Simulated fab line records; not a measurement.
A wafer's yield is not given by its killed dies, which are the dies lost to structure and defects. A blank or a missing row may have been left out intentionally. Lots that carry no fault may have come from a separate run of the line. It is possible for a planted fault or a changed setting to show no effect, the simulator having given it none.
Chamber matching	flow sky130	rie diel-04 running SKY_CONTACT_ETCH_17: 4 sister chambers
The step etches SiO2 in C4F8/O2/Ar, stops on Si3N4, target depth 340 nm. 7 wafers are shown with their chamber, then 8 later ones without.

## EACH WAFER AND ITS CHAMBER
wafer	chamber	oes product au (a.u.)
L081.6	3	0.888
L085.1	1	0.884
L085.6	2	0.895
L089.2	0	0.893
L089.3	2	0.889
L089.4	1	0.891
L091.2	0	0.892

## WAFERS WITH NO CHAMBER GIVEN
wafer	oes product au (a.u.)
L091.4	0.897
L091.5	0.899
L092.1	0.891
L092.2	0.890
L092.4	0.888
L096.3	0.888
L096.4	0.896
L096.5	0.895

## CHAMBER TAKEN BY EACH
wafer	from the rows above	in truth
L091.4	can't be placed: 0 or 2 or 3 or 1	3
L091.5	can't be placed: 0 or 2 or 3 or 1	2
L092.1	can't be placed: 2 or 0 or 3 or 1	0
L092.2	can't be placed: 2 or 3 or 0 or 1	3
L092.4	can't be placed: 3 or 1 or 2 or 0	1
L096.3	can't be placed: 3 or 1 or 2 or 0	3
L096.4	can't be placed: 0 or 2 or 3 or 1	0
L096.5	can't be placed: 0 or 2 or 3 or 1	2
Correctly placed: 0 of 8. These rows do not allow placing 8 (true chamber among the candidates in 8). 0 placed wrongly.
How it was worked out, from the rows above alone: a wafer's distance from a chamber is the root of the sum, over the readings, of the square of ((its reading less the chamber's mean) divided by the reading's scatter). The wafer belongs to the nearest chamber; if the next one is less than 2 further off, it can't be placed. The mean given for a chamber averages the wafers shown for that chamber. The scatter: take each reading less its chamber's mean, square it, sum over the shown wafers, divide by the number of wafers less the number of chambers, and take the root.
